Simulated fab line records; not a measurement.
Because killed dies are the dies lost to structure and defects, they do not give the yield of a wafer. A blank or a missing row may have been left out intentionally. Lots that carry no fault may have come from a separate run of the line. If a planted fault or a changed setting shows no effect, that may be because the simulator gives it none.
Which tool is to blame?	flow sky130	6 lots (18 wafers sampled), 1 step of a 708-step route

## WHAT THE GAUGES READ, wafer by wafer
SKY_NWELL_OVL_MEAS_10.
lot	measured	on	NWELL_00_OVL (nm)
L809	day 5 04:27	overlay-01	-0.1 -0.8 -0.4
L811	day 5 14:03	overlay-01	-0.4 -2.0 0.7
L813	day 6 01:17	overlay-01	-1.6 -1.8 -1.1
L816	day 6 15:33	overlay-02	-1.1 -2.3 -1.2
L823	day 8 11:11	overlay-01	-3.1 -0.7 -1.6
L827	day 9 12:11	overlay-01	1.2 1.0 1.5

## WHICH TOOL RAN EACH LOT (tool, then ch and the chambers of the sampled wafers, then the start)
The record shows no process step preceding these readings.

## THE ANSWER, worked out from the rows above alone
Rule: what is usual is taken from the lots themselves. The widest of any qualifying gaps counts: lots, ordered by their means at a reading, are off when they make up no more than a third of the lots, leave a main group of 4 or more, and stand apart from it by 3 or more times the standard deviation of that group's means. Not used: any main group whose means are identical at the precision the tables above print for the reading. Also off: a lot with no number at a reading for which 4 or more lots have one. The other lots that the step has rows for count as sound.
Nothing can be told from this: no lot is off at any reading shown.

## WHAT THE SIMULATOR HAD PUT IN
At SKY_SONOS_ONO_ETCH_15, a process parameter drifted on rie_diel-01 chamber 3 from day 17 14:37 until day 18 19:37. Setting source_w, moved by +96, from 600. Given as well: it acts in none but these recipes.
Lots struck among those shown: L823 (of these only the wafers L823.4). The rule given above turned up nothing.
